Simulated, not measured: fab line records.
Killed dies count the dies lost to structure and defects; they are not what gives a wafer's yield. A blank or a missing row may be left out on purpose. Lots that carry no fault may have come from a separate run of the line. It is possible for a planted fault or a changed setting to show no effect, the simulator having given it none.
Struck lot and sound lot, side by side / flow sky130 / 15 out of 708 route steps
Sound: the wafers L829.1, L829.4, L829.6. Struck: wafers L836.1, L836.5, L836.6. The cause is given at the end.
Each step with rows lists, per side, the tool, then ch with its chambers, then its first start. Under that, the readings that differ: sound wafers / struck wafers / difference of the means / sigmas: that difference in standard deviations of wafers without a fault.
alike: words and numbers the same on both sides, and readings whose means are apart by under 2 such deviations; not compared: readings that were withheld, readings missing a value for some wafer, numbers with overlapping values and no deviation given by the record, and bounds like >300 which may hide the same value.
Wherever a step has rows on one side only, a row that says differs or no value, or a row with sigmas, the two part there. Non-overlapping numbers with no deviation appear without sigmas and do not part them. A reading that every wafer of one side lacks parts them only if that side has two wafers or more.

SKY_NWELL_RS_MEAS_29: the measuring method here is four-point-probe.
  struck on film metro-02, day 7 09:12; sound on film metro-03, day 5 15:08
  alike: NWELL_RS
SKY_NWELL_RS_MEAS_31: the measuring method here is four-point-probe.
  struck on film metro-02, day 7 09:26; sound on film metro-03, day 5 15:22
  alike: PWDE_RS
then, 7 steps without rows for these wafers: SKY_VT_ADJUST_HVTP_DEHYDRATE_00 (time 60 s); SKY_VT_ADJUST_HVTP_HMDS_01 (prime time 60 s); SKY_VT_ADJUST_HVTP_COAT_02 (resist thk 1140 nm); SKY_VT_ADJUST_HVTP_SOFTBAKE_03 (time 60 s); SKY_VT_ADJUST_HVTP_EXPOSE_04 (exposes mask HVTPM, target cd 380 nm); SKY_VT_ADJUST_HVTP_PEB_05; SKY_VT_ADJUST_HVTP_DEVELOP_06 (develop time 60 s).
SKY_VT_ADJUST_HVTP_CD_MEAS_07: the cd target is 380 nm.
  struck on cd sem-01, day 8 04:59; sound on cd sem-02, day 6 10:02
  alike: cd nm
SKY_VT_ADJUST_HVTP_OVL_MEAS_08:
  struck on overlay-02, day 8 05:07; sound on overlay-01, day 6 10:09
reading=VT_ADJUST_HVTP_OVL (nm); sound=-2.8 -4.3 -3.8; struck=1.2 1.0 1.6; difference=+4.9; sigmas=+3
SKY_VT_ADJUST_HVTP_IMPLANT_09:
  sound on implanter-04 ch 0, day 6 10:11; struck on implanter-04 ch 0, day 8 05:08
reading=implant ion amu; sound=75 75 75; struck=31 31 31; difference=-44; sigmas=
reading=model.implant.rp nm (nm); sound=86.54 86.54 86.54; struck=186.4 186.4 186.4; difference=+99.9; sigmas=
reading=model.implant.drp nm (nm); sound=33.4 33.4 33.4; struck=62.72 62.72 62.72; difference=+29.32; sigmas=
SKY_VT_ADJUST_HVTP_STRIP_10: strips in O2/N2.
  sound on plasma asher-01 ch 0,1, day 6 10:20; struck on plasma asher-04 ch 0,1, day 8 05:17
  alike: drypump motor current A, oes product au, strip time to endpoint s
  not compared: rf hours counter h
SKY_VT_ADJUST_HVTP_TW_MEAS_11:
  struck on film metro-02, day 8 05:23; sound on film metro-04, day 6 10:26
reading=VT_ADJUST_HVTP_TW; sound=1355 1360 1355; struck=968 968 970; difference=-388; sigmas=-57
then, 1 step without rows for these wafers: SKY_VT_ADJUST_LVTN_DEHYDRATE_00 (time 60 s).

WHERE THEY PART
Last at SKY_VT_ADJUST_HVTP_TW_MEAS_11 as far as this record goes, first at SKY_VT_ADJUST_HVTP_OVL_MEAS_08.

WHY: what had been put in by the simulator
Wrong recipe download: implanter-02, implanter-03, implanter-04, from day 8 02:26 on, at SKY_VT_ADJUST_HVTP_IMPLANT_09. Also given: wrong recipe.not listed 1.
